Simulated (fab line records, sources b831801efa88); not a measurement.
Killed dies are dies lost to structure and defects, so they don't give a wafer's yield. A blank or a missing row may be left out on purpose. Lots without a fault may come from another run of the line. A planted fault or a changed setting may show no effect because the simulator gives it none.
Which tool did it? | flow gf180mcu | 13 lots, 37 wafers sampled, at 1 step of a route of 602

WHAT THE GAUGES READ, wafer by wafer
GF_STI_THK_MEAS_04. Usual: STI_CVD_03_THK 207.5 nm, standard deviation 2.1.
lot  | measured    | on            | STI_CVD_03_THK (nm) | flag
L582 | day 1 14:39 | film_metro-01 | 203.6 205.8 205.7   |
L584 | day 1 23:35 | film_metro-04 | 206.9 208.7 206.4   |
L585 | day 2 04:34 | film_metro-01 | 209.8 209.9 211.2   |
L586 | day 2 10:47 | film_metro-04 | 205.2 206.8 207.4   |
L587 | day 2 14:51 | film_metro-03 | 207.3 206.5 207.5   |
L589 | day 3 01:12 | film_metro-01 | 208.4 207.3 208.8   |
L591 | day 3 11:48 | film_metro-04 | 208.2 207.4 205.5   |
L592 | day 3 17:02 | film_metro-01 | 204.0 204.4 202.7   |
L600 | day 5 07:34 | film_metro-03 | 206.7 206.7         |
L601 | day 5 12:35 | film_metro-04 | 205.9 205.6         |
L602 | day 5 17:34 | film_metro-03 | 206.4 208.2 206.8   |
L604 | day 6 03:34 | film_metro-03 | 207.3 208.4 206.7   |
L605 | day 6 08:52 | film_metro-04 | 208.8 210.4 207.7   |

WHICH TOOL RAN EACH LOT (tool, then ch and the chambers of the sampled wafers, then the start)
The record holds no process step before these readings.

WHAT THE TOOLS THEMSELVES READ (means of the sampled wafers that have a number; where no wafer has one, the mark that the record gives instead)
The record holds no such reading with a usual standard deviation.

THE ANSWER, worked out from the rows above alone
Rule: a lot is off if the mean of its wafers that have a number lies more than 3 standard deviations from the usual mean. A lot without any number at a reading at which 4 lots or more have one is off too. The other lots that the step has rows for count as sound. The gauges are gone through in route order, then the tools' own readings, and for those a lot's mean is taken as printed above. The first step at which some lot is off is used, and at that step the reading that is off furthest; a lot without a number counts as furthest.
No lot is off at any reading shown: from this, nothing can be told.

WHAT THE SIMULATOR HAD PUT IN
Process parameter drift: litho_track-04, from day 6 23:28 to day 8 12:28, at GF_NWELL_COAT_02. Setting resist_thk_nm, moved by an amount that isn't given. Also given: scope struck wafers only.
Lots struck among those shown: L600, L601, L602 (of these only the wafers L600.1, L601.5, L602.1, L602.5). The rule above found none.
